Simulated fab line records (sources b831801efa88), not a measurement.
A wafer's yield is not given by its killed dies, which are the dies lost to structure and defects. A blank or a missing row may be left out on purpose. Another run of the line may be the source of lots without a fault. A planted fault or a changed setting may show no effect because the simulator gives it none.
The tool behind it: which one? / flow sky130 / 24 lots, 72 wafers sampled, at 6 steps of a route of 708

== WHAT EACH GAUGE READ, for each wafer ==
SKY_CONTACT_OVL_MEAS_15. Usual: CONTACT_OVL gives 3 nm (standard deviation 5.9).
lot=L074; measured=day 31 15:39; on=overlay-01; CONTACT_OVL (nm)=6 14 6; flag=
lot=L075; measured=day 32 02:24; on=overlay-02; CONTACT_OVL (nm)=-6 -6 -3; flag=
lot=L076; measured=day 32 02:57; on=overlay-01; CONTACT_OVL (nm)=6 6 13; flag=
lot=L077; measured=day 32 11:33; on=overlay-02; CONTACT_OVL (nm)=4 11 14; flag=
lot=L078; measured=day 32 23:16; on=overlay-01; CONTACT_OVL (nm)=5 2 5; flag=
lot=L079; measured=day 33 03:16; on=overlay-01; CONTACT_OVL (nm)=6 4 11; flag=
lot=L080; measured=day 33 12:22; on=overlay-01; CONTACT_OVL (nm)=9 -1 -4; flag=
lot=L081; measured=day 33 23:16; on=overlay-02; CONTACT_OVL (nm)=0 -1 0; flag=
lot=L082; measured=day 34 06:00; on=overlay-01; CONTACT_OVL (nm)=10 6 12; flag=
lot=L083; measured=day 34 16:25; on=overlay-01; CONTACT_OVL (nm)=6 10 1; flag=
lot=L084; measured=day 34 21:25; on=overlay-01; CONTACT_OVL (nm)=5 0 9; flag=
lot=L085; measured=day 35 09:27; on=overlay-02; CONTACT_OVL (nm)=-3 3 -15; flag=
lot=L086; measured=day 35 12:21; on=overlay-02; CONTACT_OVL (nm)=-6 1 -1; flag=
lot=L087; measured=day 35 19:40; on=overlay-02; CONTACT_OVL (nm)=-8 -4 -3; flag=
lot=L088; measured=day 36 02:07; on=overlay-01; CONTACT_OVL (nm)=1 -1 2; flag=
lot=L089; measured=day 36 12:22; on=overlay-02; CONTACT_OVL (nm)=-3 -2 -9; flag=
lot=L090; measured=day 36 23:10; on=overlay-02; CONTACT_OVL (nm)=8 -3 7; flag=
lot=L091; measured=day 37 02:40; on=overlay-01; CONTACT_OVL (nm)=7 11 5; flag=
lot=L092; measured=day 37 09:33; on=overlay-02; CONTACT_OVL (nm)=-3 1 7; flag=
lot=L093; measured=day 37 20:28; on=overlay-02; CONTACT_OVL (nm)=3 13 11; flag=
lot=L094; measured=day 38 01:21; on=overlay-01; CONTACT_OVL (nm)=1 -3 3; flag=
lot=L095; measured=day 38 14:49; on=overlay-02; CONTACT_OVL (nm)=-3 -9 -6; flag=
lot=L096; measured=day 38 18:39; on=overlay-01; CONTACT_OVL (nm)=0 6 0; flag=
lot=L097; measured=day 38 23:16; on=overlay-01; CONTACT_OVL (nm)=1 5 6; flag=

SKY_METAL1_CD_MEAS_15: target cd 140 nm. Usual: cdNm at 140.0 nm, with a standard deviation of 1.6.
lot=L074; measured=day 32 20:54; on=cdSem-01; cdNm (nm)=138.4 138.9 139.7; flag=
lot=L075; measured=day 33 06:04; on=cdSem-01; cdNm (nm)=142.2 140.9 142.1; flag=
lot=L076; measured=day 33 07:15; on=cdSem-01; cdNm (nm)=140.2 140.0 140.2; flag=
lot=L077; measured=day 33 16:14; on=cdSem-02; cdNm (nm)=139.5 140.4 141.5; flag=
lot=L078; measured=day 34 03:17; on=cdSem-02; cdNm (nm)=141.3 140.4 141.8; flag=
lot=L079; measured=day 34 07:03; on=cdSem-01; cdNm (nm)=140.3 141.0 139.7; flag=
lot=L080; measured=day 34 16:59; on=cdSem-02; cdNm (nm)=142.6 143.0 143.1; flag=
lot=L081; measured=day 35 03:55; on=cdSem-02; cdNm (nm)=139.1 138.3 138.7; flag=
lot=L082; measured=day 35 09:41; on=cdSem-02; cdNm (nm)=141.5 140.2 141.2; flag=
lot=L083; measured=day 35 19:54; on=cdSem-01; cdNm (nm)=140.0 140.0 140.5; flag=
lot=L084; measured=day 36 00:41; on=cdSem-02; cdNm (nm)=138.2 136.8 137.3; flag=
lot=L085; measured=day 36 12:31; on=cdSem-01; cdNm (nm)=141.0 141.0 140.5; flag=
lot=L086; measured=day 36 15:56; on=cdSem-02; cdNm (nm)=138.8 140.2 140.4; flag=
lot=L087; measured=day 36 22:43; on=cdSem-01; cdNm (nm)=141.0 140.7 139.6; flag=
lot=L088; measured=day 37 06:01; on=cdSem-01; cdNm (nm)=136.6 135.9 137.6; flag=
lot=L089; measured=day 37 16:13; on=cdSem-01; cdNm (nm)=138.3 140.0 140.0; flag=
lot=L090; measured=day 38 02:46; on=cdSem-01; cdNm (nm)=140.5 140.6 139.5; flag=
lot=L091; measured=day 38 06:20; on=cdSem-01; cdNm (nm)=139.4 139.0 139.5; flag=
lot=L092; measured=day 38 12:35; on=cdSem-01; cdNm (nm)=139.7 139.8 140.2; flag=
lot=L093; measured=day 38 23:50; on=cdSem-02; cdNm (nm)=140.9 139.8 139.7; flag=
lot=L094; measured=day 39 03:39; on=cdSem-01; cdNm (nm)=141.8 142.0 142.1; flag=
lot=L095; measured=day 39 17:11; on=cdSem-02; cdNm (nm)=142.2 142.3 143.4; flag=
lot=L096; measured=day 39 20:41; on=cdSem-02; cdNm (nm)=136.3 138.1 137.5; flag=
lot=L097; measured=day 40 01:49; on=cdSem-02; cdNm (nm)=140.4 138.4 139.7; flag=

SKY_CAPM_RS_MEAS_03: measurement is done with a four-point probe. Usual: CAPM_TIN_RS gives 6.92 ohm/sq (standard deviation 0.063).
lot=L074; measured=day 36 11:24; on=filmMetro-02; CAPM_TIN_RS (ohm/sq)=7.01 6.93 6.99; flag=
lot=L075; measured=day 36 19:38; on=filmMetro-01; CAPM_TIN_RS (ohm/sq)=7.02 6.96 7.01; flag=
lot=L076; measured=day 36 19:58; on=filmMetro-04; CAPM_TIN_RS (ohm/sq)=6.84 6.88 6.83; flag=
lot=L077; measured=day 37 05:05; on=filmMetro-04; CAPM_TIN_RS (ohm/sq)=6.86 6.90 6.86; flag=
lot=L078; measured=day 37 16:25; on=filmMetro-04; CAPM_TIN_RS (ohm/sq)=6.88 6.91 6.89; flag=
lot=L079; measured=day 37 20:09; on=filmMetro-04; CAPM_TIN_RS (ohm/sq)=6.86 6.87 6.84; flag=
lot=L080; measured=day 38 05:22; on=filmMetro-01; CAPM_TIN_RS (ohm/sq)=6.86 6.77 6.90; flag=
lot=L081; measured=day 38 16:57; on=filmMetro-04; CAPM_TIN_RS (ohm/sq)=6.89 6.83 6.88; flag=
lot=L082; measured=day 38 22:44; on=filmMetro-04; CAPM_TIN_RS (ohm/sq)=6.88 6.92 6.92; flag=
lot=L083; measured=day 39 06:28; on=filmMetro-01; CAPM_TIN_RS (ohm/sq)=6.93 7.03 7.01; flag=
lot=L084; measured=day 39 12:26; on=filmMetro-01; CAPM_TIN_RS (ohm/sq)=6.98 6.99 6.95; flag=
lot=L085; measured=day 39 23:37; on=filmMetro-01; CAPM_TIN_RS (ohm/sq)=7.02 7.01 6.99; flag=
lot=L086; measured=day 40 02:46; on=filmMetro-02; CAPM_TIN_RS (ohm/sq)=6.85 6.88 6.85; flag=
lot=L087; measured=day 40 09:10; on=filmMetro-04; CAPM_TIN_RS (ohm/sq)=6.87 6.91 6.91; flag=
lot=L088; measured=day 40 15:52; on=filmMetro-01; CAPM_TIN_RS (ohm/sq)=6.92 6.86 6.99; flag=
lot=L089; measured=day 41 01:04; on=filmMetro-01; CAPM_TIN_RS (ohm/sq)=6.94 6.97 6.96; flag=
lot=L090; measured=day 41 11:20; on=filmMetro-04; CAPM_TIN_RS (ohm/sq)=7.08 7.01 7.14; flag=
lot=L091; measured=day 41 12:48; on=filmMetro-04; CAPM_TIN_RS (ohm/sq)=6.93 6.90 6.90; flag=
lot=L092; measured=day 41 20:21; on=filmMetro-04; CAPM_TIN_RS (ohm/sq)=6.91 6.99 7.03; flag=
lot=L093; measured=day 42 08:54; on=filmMetro-04; CAPM_TIN_RS (ohm/sq)=6.98 6.95 6.93; flag=
lot=L094; measured=day 42 10:05; on=filmMetro-01; CAPM_TIN_RS (ohm/sq)=6.84 6.85 6.85; flag=
lot=L095; measured=day 42 22:49; on=filmMetro-01; CAPM_TIN_RS (ohm/sq)=6.91 6.93 6.89; flag=
lot=L096; measured=day 43 02:24; on=filmMetro-02; CAPM_TIN_RS (ohm/sq)=6.96 6.99 6.96; flag=
lot=L097; measured=day 43 08:46; on=filmMetro-01; CAPM_TIN_RS (ohm/sq)=6.88 6.89 6.91; flag=

== WHICH TOOL RAN EACH LOT (tool, then ch and the chambers of the sampled wafers, then the start) ==
lot=L074; SKY_METAL1_ETCH_18=rieMetal-04 ch 0,1, day 32 21:04; SKY_METAL1_STRIP_20=plasmaAsher-04 ch 0,1, day 32 21:13; SKY_METAL3_SPUTTER_01=pvdSputter-02, day 36 11:04
lot=L075; SKY_METAL1_ETCH_18=rieMetal-04 ch 0,1, day 33 06:13; SKY_METAL1_STRIP_20=plasmaAsher-03 ch 0, day 33 06:23; SKY_METAL3_SPUTTER_01=pvdSputter-02, day 36 19:17
lot=L076; SKY_METAL1_ETCH_18=rieMetal-01 ch 0,1, day 33 07:25; SKY_METAL1_STRIP_20=plasmaAsher-03 ch 0,1, day 33 07:34; SKY_METAL3_SPUTTER_01=pvdSputter-04, day 36 19:37
lot=L077; SKY_METAL1_ETCH_18=rieMetal-01 ch 0, day 33 16:25; SKY_METAL1_STRIP_20=plasmaAsher-02 ch 0,1, day 33 16:34; SKY_METAL3_SPUTTER_01=pvdSputter-02, day 37 04:46
lot=L078; SKY_METAL1_ETCH_18=rieMetal-01 ch 0,1, day 34 03:28; SKY_METAL1_STRIP_20=plasmaAsher-03 ch 0,1, day 34 03:38; SKY_METAL3_SPUTTER_01=pvdSputter-01, day 37 16:05
lot=L079; SKY_METAL1_ETCH_18=rieMetal-01 ch 0,1, day 34 07:13; SKY_METAL1_STRIP_20=plasmaAsher-02 ch 1, day 34 07:22; SKY_METAL3_SPUTTER_01=pvdSputter-04, day 37 19:47
lot=L080; SKY_METAL1_ETCH_18=rieMetal-01 ch 1, day 34 17:13; SKY_METAL1_STRIP_20=plasmaAsher-04 ch 0, day 34 17:31; SKY_METAL3_SPUTTER_01=pvdSputter-04, day 38 05:02
lot=L081; SKY_METAL1_ETCH_18=rieMetal-01 ch 1, day 35 04:08; SKY_METAL1_STRIP_20=plasmaAsher-03 ch 0,1, day 35 04:26; SKY_METAL3_SPUTTER_01=pvdSputter-02, day 38 16:35
lot=L082; SKY_METAL1_ETCH_18=rieMetal-03 ch 0,1, day 35 09:53; SKY_METAL1_STRIP_20=plasmaAsher-04 ch 0,1, day 35 10:02; SKY_METAL3_SPUTTER_01=pvdSputter-02, day 38 22:24
lot=L083; SKY_METAL1_ETCH_18=rieMetal-03 ch 0,1, day 35 20:04; SKY_METAL1_STRIP_20=plasmaAsher-02 ch 0,1, day 35 20:13; SKY_METAL3_SPUTTER_01=pvdSputter-01, day 39 06:08
lot=L084; SKY_METAL1_ETCH_18=rieMetal-04 ch 0,1, day 36 00:51; SKY_METAL1_STRIP_20=plasmaAsher-02 ch 0,1, day 36 01:01; SKY_METAL3_SPUTTER_01=pvdSputter-01, day 39 12:05
lot=L085; SKY_METAL1_ETCH_18=rieMetal-01 ch 0,1, day 36 12:41; SKY_METAL1_STRIP_20=plasmaAsher-03 ch 0,1, day 36 12:50; SKY_METAL3_SPUTTER_01=pvdSputter-04, day 39 23:16
lot=L086; SKY_METAL1_ETCH_18=rieMetal-01 ch 0,1, day 36 16:07; SKY_METAL1_STRIP_20=plasmaAsher-03 ch 0,1, day 36 16:16; SKY_METAL3_SPUTTER_01=pvdSputter-04, day 40 02:26
lot=L087; SKY_METAL1_ETCH_18=rieMetal-01 ch 0,1, day 36 22:53; SKY_METAL1_STRIP_20=plasmaAsher-03 ch 0,1, day 36 23:02; SKY_METAL3_SPUTTER_01=pvdSputter-04, day 40 08:49
lot=L088; SKY_METAL1_ETCH_18=rieMetal-04 ch 0,1, day 37 06:11; SKY_METAL1_STRIP_20=plasmaAsher-03 ch 0,1, day 37 06:21; SKY_METAL3_SPUTTER_01=pvdSputter-02, day 40 15:31
lot=L089; SKY_METAL1_ETCH_18=rieMetal-01 ch 0,1, day 37 16:23; SKY_METAL1_STRIP_20=plasmaAsher-03 ch 0,1, day 37 16:33; SKY_METAL3_SPUTTER_01=pvdSputter-04, day 41 00:45
lot=L090; SKY_METAL1_ETCH_18=rieMetal-04 ch 0,1, day 38 02:56; SKY_METAL1_STRIP_20=plasmaAsher-03 ch 0,1, day 38 03:05; SKY_METAL3_SPUTTER_01=pvdSputter-02, day 41 10:59
lot=L091; SKY_METAL1_ETCH_18=rieMetal-03 ch 0,1, day 38 06:31; SKY_METAL1_STRIP_20=plasmaAsher-04 ch 0,1, day 38 06:40; SKY_METAL3_SPUTTER_01=pvdSputter-01, day 41 12:28
lot=L092; SKY_METAL1_ETCH_18=rieMetal-03 ch 0,1, day 38 12:47; SKY_METAL1_STRIP_20=plasmaAsher-04 ch 0,1, day 38 12:56; SKY_METAL3_SPUTTER_01=pvdSputter-01, day 41 20:02
lot=L093; SKY_METAL1_ETCH_18=rieMetal-01 ch 0,1, day 39 00:01; SKY_METAL1_STRIP_20=plasmaAsher-04 ch 0,1, day 39 00:10; SKY_METAL3_SPUTTER_01=pvdSputter-04, day 42 08:34
lot=L094; SKY_METAL1_ETCH_18=rieMetal-01 ch 0,1, day 39 03:49; SKY_METAL1_STRIP_20=plasmaAsher-04 ch 0,1, day 39 03:58; SKY_METAL3_SPUTTER_01=pvdSputter-04, day 42 09:45
lot=L095; SKY_METAL1_ETCH_18=rieMetal-03 ch 0,1, day 39 17:21; SKY_METAL1_STRIP_20=plasmaAsher-02 ch 0,1, day 39 17:31; SKY_METAL3_SPUTTER_01=pvdSputter-04, day 42 22:28
lot=L096; SKY_METAL1_ETCH_18=rieMetal-04 ch 0, day 39 20:54; SKY_METAL1_STRIP_20=plasmaAsher-03 ch 0,1, day 39 21:13; SKY_METAL3_SPUTTER_01=pvdSputter-01, day 43 02:05
lot=L097; SKY_METAL1_ETCH_18=rieMetal-04 ch 0,1, day 40 01:59; SKY_METAL1_STRIP_20=plasmaAsher-03 ch 0,1, day 40 02:08; SKY_METAL3_SPUTTER_01=pvdSputter-02, day 43 08:26
- SKY_METAL1_ETCH_18: etches BARC in N2/H2, stops on SiO2, time 45.9 s, target depth 60 nm.
- SKY_METAL1_STRIP_20: strips in O2/N2.
- SKY_METAL3_SPUTTER_01: material TiN, target thk 20 nm, time 16.7 s.

== AS READ BY THE TOOLS THEMSELVES (means over the sampled wafers that have a number; for cases with no such wafer, the mark the record gives instead) ==
SKY_METAL1_ETCH_18. Usual: drypumpMotorCurrentA 5.76 A, standard deviation 0.29; oesProductAu 0.854 a.u., standard deviation 0.0051; throttleValvePct 13.225 %, standard deviation 0.0093.
lot=L074; tool=rieMetal-04; drypumpMotorCurrentA (A)=5.85; oesProductAu (a.u.)=0.863; throttleValvePct (%)=13.228; flag=
lot=L075; tool=rieMetal-04; drypumpMotorCurrentA (A)=5.91; oesProductAu (a.u.)=0.857; throttleValvePct (%)=13.229; flag=
lot=L076; tool=rieMetal-01; drypumpMotorCurrentA (A)=5.72; oesProductAu (a.u.)=0.855; throttleValvePct (%)=13.228; flag=
lot=L077; tool=rieMetal-01; drypumpMotorCurrentA (A)=5.65; oesProductAu (a.u.)=0.858; throttleValvePct (%)=13.225; flag=
lot=L078; tool=rieMetal-01; drypumpMotorCurrentA (A)=5.71; oesProductAu (a.u.)=0.847; throttleValvePct (%)=13.224; flag=
lot=L079; tool=rieMetal-01; drypumpMotorCurrentA (A)=5.77; oesProductAu (a.u.)=0.854; throttleValvePct (%)=13.215; flag=
lot=L080; tool=rieMetal-01; drypumpMotorCurrentA (A)=5.85; oesProductAu (a.u.)=0.855; throttleValvePct (%)=13.220; flag=
lot=L081; tool=rieMetal-01; drypumpMotorCurrentA (A)=5.83; oesProductAu (a.u.)=0.858; throttleValvePct (%)=13.228; flag=
lot=L082; tool=rieMetal-03; drypumpMotorCurrentA (A)=5.75; oesProductAu (a.u.)=0.855; throttleValvePct (%)=13.230; flag=
lot=L083; tool=rieMetal-03; drypumpMotorCurrentA (A)=5.72; oesProductAu (a.u.)=0.851; throttleValvePct (%)=13.228; flag=
lot=L084; tool=rieMetal-04; drypumpMotorCurrentA (A)=5.91; oesProductAu (a.u.)=0.852; throttleValvePct (%)=13.234; flag=
lot=L085; tool=rieMetal-01; drypumpMotorCurrentA (A)=5.71; oesProductAu (a.u.)=0.854; throttleValvePct (%)=13.224; flag=
lot=L086; tool=rieMetal-01; drypumpMotorCurrentA (A)=5.73; oesProductAu (a.u.)=0.852; throttleValvePct (%)=13.224; flag=
lot=L087; tool=rieMetal-01; drypumpMotorCurrentA (A)=5.76; oesProductAu (a.u.)=0.856; throttleValvePct (%)=13.219; flag=
lot=L088; tool=rieMetal-04; drypumpMotorCurrentA (A)=5.89; oesProductAu (a.u.)=0.853; throttleValvePct (%)=13.233; flag=
lot=L089; tool=rieMetal-01; drypumpMotorCurrentA (A)=5.77; oesProductAu (a.u.)=0.851; throttleValvePct (%)=13.227; flag=
lot=L090; tool=rieMetal-04; drypumpMotorCurrentA (A)=5.88; oesProductAu (a.u.)=0.856; throttleValvePct (%)=13.221; flag=
lot=L091; tool=rieMetal-03; drypumpMotorCurrentA (A)=5.38; oesProductAu (a.u.)=0.850; throttleValvePct (%)=13.223; flag=
lot=L092; tool=rieMetal-03; drypumpMotorCurrentA (A)=5.76; oesProductAu (a.u.)=0.859; throttleValvePct (%)=13.227; flag=
lot=L093; tool=rieMetal-01; drypumpMotorCurrentA (A)=5.72; oesProductAu (a.u.)=0.853; throttleValvePct (%)=13.234; flag=
lot=L094; tool=rieMetal-01; drypumpMotorCurrentA (A)=5.78; oesProductAu (a.u.)=0.854; throttleValvePct (%)=13.234; flag=
lot=L095; tool=rieMetal-03; drypumpMotorCurrentA (A)=5.40; oesProductAu (a.u.)=0.855; throttleValvePct (%)=13.224; flag=
lot=L096; tool=rieMetal-04; drypumpMotorCurrentA (A)=5.96; oesProductAu (a.u.)=0.855; throttleValvePct (%)=13.222; flag=
lot=L097; tool=rieMetal-04; drypumpMotorCurrentA (A)=5.87; oesProductAu (a.u.)=0.855; throttleValvePct (%)=13.228; flag=

SKY_METAL1_STRIP_20. Usual: drypumpMotorCurrentA 5.80 A, standard deviation 0.27; oesProductAu 0.342 a.u., standard deviation 0.0051; stripTimeToEndpointS 2.70 s, standard deviation 0.039.
lot=L074; tool=plasmaAsher-04; drypumpMotorCurrentA (A)=6.13; oesProductAu (a.u.)=0.347; stripTimeToEndpointS (s)=2.75; flag=
lot=L075; tool=plasmaAsher-03; drypumpMotorCurrentA (A)=5.53; oesProductAu (a.u.)=0.342; stripTimeToEndpointS (s)=2.74; flag=
lot=L076; tool=plasmaAsher-03; drypumpMotorCurrentA (A)=5.57; oesProductAu (a.u.)=0.343; stripTimeToEndpointS (s)=2.71; flag=
lot=L077; tool=plasmaAsher-02; drypumpMotorCurrentA (A)=5.96; oesProductAu (a.u.)=0.343; stripTimeToEndpointS (s)=2.69; flag=
lot=L078; tool=plasmaAsher-03; drypumpMotorCurrentA (A)=5.58; oesProductAu (a.u.)=0.340; stripTimeToEndpointS (s)=2.67; flag=
lot=L079; tool=plasmaAsher-02; drypumpMotorCurrentA (A)=5.69; oesProductAu (a.u.)=0.344; stripTimeToEndpointS (s)=2.68; flag=
lot=L080; tool=plasmaAsher-04; drypumpMotorCurrentA (A)=6.23; oesProductAu (a.u.)=0.341; stripTimeToEndpointS (s)=2.71; flag=
lot=L081; tool=plasmaAsher-03; drypumpMotorCurrentA (A)=5.58; oesProductAu (a.u.)=0.339; stripTimeToEndpointS (s)=2.68; flag=
lot=L082; tool=plasmaAsher-04; drypumpMotorCurrentA (A)=6.13; oesProductAu (a.u.)=0.339; stripTimeToEndpointS (s)=2.71; flag=
lot=L083; tool=plasmaAsher-02; drypumpMotorCurrentA (A)=5.81; oesProductAu (a.u.)=0.345; stripTimeToEndpointS (s)=2.68; flag=
lot=L084; tool=plasmaAsher-02; drypumpMotorCurrentA (A)=5.95; oesProductAu (a.u.)=0.346; stripTimeToEndpointS (s)=2.71; flag=
lot=L085; tool=plasmaAsher-03; drypumpMotorCurrentA (A)=5.56; oesProductAu (a.u.)=0.347; stripTimeToEndpointS (s)=2.68; flag=
lot=L086; tool=plasmaAsher-03; drypumpMotorCurrentA (A)=5.58; oesProductAu (a.u.)=0.342; stripTimeToEndpointS (s)=2.72; flag=
lot=L087; tool=plasmaAsher-03; drypumpMotorCurrentA (A)=5.57; oesProductAu (a.u.)=0.341; stripTimeToEndpointS (s)=2.71; flag=
lot=L088; tool=plasmaAsher-03; drypumpMotorCurrentA (A)=5.56; oesProductAu (a.u.)=0.343; stripTimeToEndpointS (s)=2.76; flag=
lot=L089; tool=plasmaAsher-03; drypumpMotorCurrentA (A)=5.59; oesProductAu (a.u.)=0.341; stripTimeToEndpointS (s)=2.72; flag=
lot=L090; tool=plasmaAsher-03; drypumpMotorCurrentA (A)=5.59; oesProductAu (a.u.)=0.340; stripTimeToEndpointS (s)=2.73; flag=
lot=L091; tool=plasmaAsher-04; drypumpMotorCurrentA (A)=6.13; oesProductAu (a.u.)=0.338; stripTimeToEndpointS (s)=2.67; flag=
lot=L092; tool=plasmaAsher-04; drypumpMotorCurrentA (A)=6.11; oesProductAu (a.u.)=0.333; stripTimeToEndpointS (s)=2.68; flag=
lot=L093; tool=plasmaAsher-04; drypumpMotorCurrentA (A)=6.17; oesProductAu (a.u.)=0.349; stripTimeToEndpointS (s)=2.75; flag=
lot=L094; tool=plasmaAsher-04; drypumpMotorCurrentA (A)=6.18; oesProductAu (a.u.)=0.344; stripTimeToEndpointS (s)=2.66; flag=
lot=L095; tool=plasmaAsher-02; drypumpMotorCurrentA (A)=5.79; oesProductAu (a.u.)=0.346; stripTimeToEndpointS (s)=2.75; flag=
lot=L096; tool=plasmaAsher-03; drypumpMotorCurrentA (A)=5.59; oesProductAu (a.u.)=0.341; stripTimeToEndpointS (s)=2.65; flag=
lot=L097; tool=plasmaAsher-03; drypumpMotorCurrentA (A)=5.58; oesProductAu (a.u.)=0.341; stripTimeToEndpointS (s)=2.66; flag=

SKY_METAL3_SPUTTER_01. Usual: throttleValvePct at 30.0 %, with a standard deviation of 0.73.
lot=L074; tool=pvdSputter-02; throttleValvePct (%)=30.1; flag=
lot=L075; tool=pvdSputter-02; throttleValvePct (%)=30.3; flag=
lot=L076; tool=pvdSputter-04; throttleValvePct (%)=29.7; flag=
lot=L077; tool=pvdSputter-02; throttleValvePct (%)=30.4; flag=
lot=L078; tool=pvdSputter-01; throttleValvePct (%)=29.5; flag=
lot=L079; tool=pvdSputter-04; throttleValvePct (%)=30.1; flag=
lot=L080; tool=pvdSputter-04; throttleValvePct (%)=30.0; flag=
lot=L081; tool=pvdSputter-02; throttleValvePct (%)=30.3; flag=
lot=L082; tool=pvdSputter-02; throttleValvePct (%)=30.5; flag=
lot=L083; tool=pvdSputter-01; throttleValvePct (%)=28.8; flag=
lot=L084; tool=pvdSputter-01; throttleValvePct (%)=29.8; flag=
lot=L085; tool=pvdSputter-04; throttleValvePct (%)=30.0; flag=
lot=L086; tool=pvdSputter-04; throttleValvePct (%)=29.9; flag=
lot=L087; tool=pvdSputter-04; throttleValvePct (%)=30.2; flag=
lot=L088; tool=pvdSputter-02; throttleValvePct (%)=30.3; flag=
lot=L089; tool=pvdSputter-04; throttleValvePct (%)=30.0; flag=
lot=L090; tool=pvdSputter-02; throttleValvePct (%)=30.3; flag=
lot=L091; tool=pvdSputter-01; throttleValvePct (%)=29.9; flag=
lot=L092; tool=pvdSputter-01; throttleValvePct (%)=29.7; flag=
lot=L093; tool=pvdSputter-04; throttleValvePct (%)=30.1; flag=
lot=L094; tool=pvdSputter-04; throttleValvePct (%)=30.3; flag=
lot=L095; tool=pvdSputter-04; throttleValvePct (%)=30.1; flag=
lot=L096; tool=pvdSputter-01; throttleValvePct (%)=29.6; flag=
lot=L097; tool=pvdSputter-02; throttleValvePct (%)=29.9; flag=

== THE ANSWER, worked out from the rows above alone ==
Rule: lot off if the mean of its wafers having a number is beyond 3 standard deviations from the usual mean. A lot without any number at a reading at which 4 lots or more have one is off too. The other lots that the step has rows for count as sound. Order of review: gauges by route order, followed by the tools' own readings, for which a lot's mean as printed above is used. At the first step where some lot is off, the reading lying furthest off is the one used; lots without a number count as furthest.
Across all readings shown, no lot is off: no conclusion can be drawn from this.

== WHAT THE SIMULATOR PUT IN ==
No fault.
